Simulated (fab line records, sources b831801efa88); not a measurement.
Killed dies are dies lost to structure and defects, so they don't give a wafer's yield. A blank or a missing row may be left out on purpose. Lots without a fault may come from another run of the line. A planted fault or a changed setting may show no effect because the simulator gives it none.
Which tool did it? | flow sky130 | 6 lots, 18 wafers sampled, at 1 step of a route of 708

WHAT THE GAUGES READ, wafer by wafer
SKY_VIA2_CD_MEAS_12: target cd 200 nm.
lot  | measured     | on        | cd_nm (nm)
L566 | day 38 06:50 | cd_sem-01 | 199.3 199.0 199.8
L565 | day 38 14:18 | cd_sem-01 | 201.5 200.6 200.3
L572 | day 40 04:39 | cd_sem-01 | 200.2 199.1 199.7
L573 | day 40 07:21 | cd_sem-01 | 201.3 200.9 204.0
L576 | day 41 05:11 | cd_sem-01 | 202.5 201.3 202.0
L583 | day 42 23:36 | cd_sem-02 | 199.1 199.2 199.4

WHICH TOOL RAN EACH LOT (tool, then ch and the chambers of the sampled wafers, then the start)
The record holds no process step before these readings.

THE ANSWER, worked out from the rows above alone
Rule: what is usual is taken from the lots themselves. Put in order of their means at a reading, lots are off if they are a third of the lots or fewer, leave a main group of 4 or more, and stand apart from it by a gap of 3 or more times the standard deviation of the main group's means; of several such gaps the widest counts. A main group whose means are all the same, to the digits that the tables above print for the reading, isn't used. A lot without any number at a reading at which 4 lots or more have one is off too. The other lots that the step has rows for count as sound.
No lot is off at any reading shown: from this, nothing can be told.

WHAT THE SIMULATOR HAD PUT IN
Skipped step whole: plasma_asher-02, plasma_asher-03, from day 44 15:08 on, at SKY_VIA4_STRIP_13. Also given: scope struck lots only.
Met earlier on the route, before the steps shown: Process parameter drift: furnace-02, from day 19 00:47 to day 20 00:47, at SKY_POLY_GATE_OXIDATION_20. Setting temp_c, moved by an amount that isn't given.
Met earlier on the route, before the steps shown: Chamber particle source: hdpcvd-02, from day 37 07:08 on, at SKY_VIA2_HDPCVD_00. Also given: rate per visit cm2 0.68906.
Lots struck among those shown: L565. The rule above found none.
